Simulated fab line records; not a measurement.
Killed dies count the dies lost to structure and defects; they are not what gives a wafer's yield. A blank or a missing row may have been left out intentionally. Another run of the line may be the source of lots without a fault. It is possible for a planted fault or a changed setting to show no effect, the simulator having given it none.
A struck lot beside a sound one    flow sfq_line    42 steps out of a route of 325
Sound: these wafers, L553.4, L553.5, L553.6. Struck: wafer L568.1; the same lot's L568.5 was not struck, so it is left out; see the end for the cause.
Order at every step that has rows: each side's tool, ch and its chambers, its first start. Under that, the readings that differ: sound wafers    struck wafers    difference of the means    sigmas: that difference in standard deviations of wafers without a fault.
alike: readings with means less than 2 such deviations apart, plus words and numbers identical on both sides. not compared: withheld readings, readings lacking a value on some wafer, bounds such as >300 that could conceal the same value, and numbers that have no deviation in the record and whose values overlap.
A row with sigmas, a row that says differs or no value, or rows on one side alone: a step with any of these is where the two part. When numbers do not overlap yet have no deviation, they are printed without sigmas and do not part them. A reading that every wafer of one side lacks parts them only if that side has two wafers or more.

first, 6 steps without rows for these wafers: SFQ_TRILAYER_M0_LITHO_COAT_026 (resist thk 62 nm); SFQ_TRILAYER_M0_LITHO_COAT_021 (resist thk 600 nm); SFQ_TRILAYER_M0_LITHO_SOFTBAKE_025; SFQ_TRILAYER_M0_LITHO_EXPOSE_022 (exposes mask M0, target cd 500 nm); SFQ_TRILAYER_M0_LITHO_PEB_024 (peb time 60 s); SFQ_TRILAYER_M0_LITHO_DEVELOP_023 (time 60 s).
SFQ_M0_OVL_MEAS_906:
  sound on overlay-02, day 8 20:15; struck on overlay-02, day 12 11:05
  alike: M0_OVL
then, 1 step without rows for these wafers: SFQ_TRILAYER_M0_BARC_OPEN_METAL_ETCH_031 (etches BARC in O2, target depth 125 nm, time 41.7 s).
SFQ_TRILAYER_M0_ETCH_METAL_ETCH_024: etches Nb in Cl2/Ar, stops on SiO2, target depth 240 nm, time 120 s.
  sound on rie_metal-03 ch 0,1, day 8 20:22; struck on rie_metal-01 ch 0, day 12 11:11
reading                 sound              struck  difference                    sigmas
oes_product_au (a.u.)   0.896 0.888 0.883  0.908   +0.019                        +3
rf_hours_counter_h (h)  - - -              59      no value on the sound wafers  
  alike: drypump_motor_current_A
SFQ_TRILAYER_M0_STRIP_STRIP_025: strips in O2.
  sound on rie_metal-03 ch 0,1, day 8 20:39; struck on rie_metal-01 ch 0, day 12 11:19
reading                 sound  struck  difference                    sigmas
rf_hours_counter_h (h)  - - -  60      no value on the sound wafers  
  alike: drypump_motor_current_A, oes_product_au
then, 2 steps without rows for these wafers: SFQ_TRILAYER_M0_STRIP_SOLV_CLEAN_026 (cleans in NMP, time 600 s); SFQ_TRILAYER_I0_DEP_PECVD_027 (deposits SiO2 from SiH4/N2O, time 111.11 s, target thk 500 nm).
SFQ_TRILAYER_I0_CMP_CMP_028: polishes SiO2.
  sound on cmp-01 ch 0,3, day 9 05:27; struck on cmp-01 ch 2, day 12 13:47
reading                                              sound              struck  difference  sigmas
time_to_endpoint_s (s)                               210 217 214        268     +54         +8
model.SiO2_of_TRILAYER_I0_DEP_PECVD_027.thk_nm (nm)  198.4 197.6 199.7  300.1   +101.5      
  alike: edge_zone_pressure_frac, head_pressure_psi, motor_current_A, slurry_filter_dp_kPa
SFQ_I0_BOW_MEAS_907:
  sound on film_metro-04, day 9 08:01; struck on film_metro-01, day 12 15:47
  alike: I0_BOW
SFQ_TRILAYER_I0_METRO_MEASURE_029:
  sound on film_metro-04, day 9 08:40; struck on film_metro-01, day 12 15:54
reading      sound              struck  difference  sigmas
thk_nm (nm)  198.4 197.5 199.7  300.2   +101.7      +99 or more
then, 6 steps without rows for these wafers: SFQ_TRILAYER_I0_VIA_LITHO_COAT_036 (resist thk 62 nm); SFQ_TRILAYER_I0_VIA_LITHO_COAT_031 (resist thk 650 nm); SFQ_TRILAYER_I0_VIA_LITHO_SOFTBAKE_035; SFQ_TRILAYER_I0_VIA_LITHO_EXPOSE_032 (exposes mask I0, target cd 500 nm); SFQ_TRILAYER_I0_VIA_LITHO_PEB_034 (peb time 60 s); SFQ_TRILAYER_I0_VIA_LITHO_DEVELOP_033 (time 60 s).
-- the record jumps here: 4 days lie between the struck wafers' starts before and after --
SFQ_I0_OVL_MEAS_908:
  sound on overlay-01, day 13 06:33; struck on overlay-02, day 16 23:46
  alike: I0_OVL
then, 1 step without rows for these wafers: SFQ_TRILAYER_I0_VIA_BARC_OPEN_VIA_ETCH_046 (etches BARC in O2, target depth 125 nm, time 41.7 s).
SFQ_TRILAYER_I0_VIA_ETCH_VIA_ETCH_034: etches SiO2 in CHF3, stops on Nb, target depth 260 nm.
  sound on rie_diel-03 ch 0,1, day 13 06:37; struck on rie_diel-04 ch 3, day 16 23:50
reading                         sound              struck  difference  sigmas
oes_product_au (a.u.)           0.856 0.855 0.858  0.998   +0.142      +27
model.I0.feature_depth_nm (nm)  198.4 197.6 199.7  262.1   +63.5       
model.etch.depth_nm (nm)        198.4 197.6 199.7  262.1   +63.5       
  alike: drypump_motor_current_A
then, 2 steps without rows for these wafers: SFQ_TRILAYER_I0_VIA_STRIP_STRIP_035 (strips in O2); SFQ_TRILAYER_I0_VIA_STRIP_SOLV_CLEAN_036 (cleans in NMP, time 600 s).
SFQ_TRILAYER_M1_DEP_PRE_CLEAN_038: time 22.5 s.
  sound on pvd_sputter-04, day 13 07:29; struck on pvd_sputter-06, day 17 00:44
reading                                              sound              struck  difference  sigmas
model.SiO2_of_TRILAYER_I0_DEP_PECVD_027.thk_nm (nm)  190.9 190.1 192.2  292.6   +101.5      
then, 1 step without rows for these wafers: SFQ_TRILAYER_M1_DEP_SPUTTER_037 (material Nb, target thk 200 nm, time 133.3 s).
SFQ_M1_RS_MEAS_909: uses a four-point probe to measure.
  sound on film_metro-04, day 13 07:40; struck on film_metro-03, day 17 00:52
  alike: M1_NB_RS
then, 6 steps without rows for these wafers: SFQ_TRILAYER_M1_LITHO_COAT_044 (resist thk 62 nm); SFQ_TRILAYER_M1_LITHO_COAT_039 (resist thk 600 nm); SFQ_TRILAYER_M1_LITHO_SOFTBAKE_043; SFQ_TRILAYER_M1_LITHO_EXPOSE_040 (exposes mask M1, target cd 500 nm); SFQ_TRILAYER_M1_LITHO_PEB_042 (peb time 60 s); SFQ_TRILAYER_M1_LITHO_DEVELOP_041 (time 60 s).
-- the record jumps here: 6 days lie between the struck wafers' starts before and after --
SFQ_M1_OVL_MEAS_911:
  sound on overlay-02, day 14 19:45; struck on overlay-02, day 23 08:18
  alike: M1_OVL
SFQ_TRILAYER_M1_BARC_OPEN_METAL_ETCH_054: etches BARC in O2, target depth 125 nm, time 41.7 s.
  sound on rie_metal-01 ch 0,1, day 14 19:47; struck on rie_metal-01 ch 0, day 23 08:20
reading                 sound  struck  difference                    sigmas
rf_hours_counter_h (h)  - - -  98      no value on the sound wafers  
  alike: drypump_motor_current_A, oes_product_au
SFQ_TRILAYER_M1_ETCH_METAL_ETCH_042: etches Nb in Cl2/Ar, stops on SiO2, target depth 240 nm, time 120 s.
  sound on rie_metal-01 ch 0,1, day 14 19:52; struck on rie_metal-01 ch 0, day 23 08:23
reading                 sound  struck  difference                    sigmas
rf_hours_counter_h (h)  - - -  98      no value on the sound wafers  
  alike: drypump_motor_current_A, oes_product_au
then, 2 steps without rows for these wafers: SFQ_TRILAYER_M1_STRIP_STRIP_043 (strips in O2); SFQ_TRILAYER_M1_STRIP_SOLV_CLEAN_044 (cleans in NMP, time 600 s).
SFQ_TRILAYER_I1_DEP_PECVD_045: deposits SiO2 from SiH4/N2O, time 111.11 s, target thk 500 nm.
  sound on pecvd-04 ch 0,1,2, day 14 20:46; struck on pecvd-02 ch 2, day 23 09:17
  alike: heater_power_w, throttle_valve_pct
-- the record jumps here: 60 days lie between the struck wafers' starts before and after --
SFQ_M8_BOW_MEAS_951:
  sound on film_metro-01, day 72 05:56; struck on film_metro-01, day 82 23:37
reading                  sound              struck  difference  sigmas
model.etest.i0.link_ohm  2.004 1.999 2.005  1e+06   +1e+06      
  alike: M8_BOW

== WHERE THEY PART ==
Earliest at SFQ_TRILAYER_M0_ETCH_METAL_ETCH_024; latest, in this record, at SFQ_TRILAYER_M1_ETCH_METAL_ETCH_042. Later steps at which nothing parts them and some readings are alike: SFQ_TRILAYER_I1_DEP_PECVD_045, SFQ_M8_BOW_MEAS_951.

WHY: whatever the simulator had introduced
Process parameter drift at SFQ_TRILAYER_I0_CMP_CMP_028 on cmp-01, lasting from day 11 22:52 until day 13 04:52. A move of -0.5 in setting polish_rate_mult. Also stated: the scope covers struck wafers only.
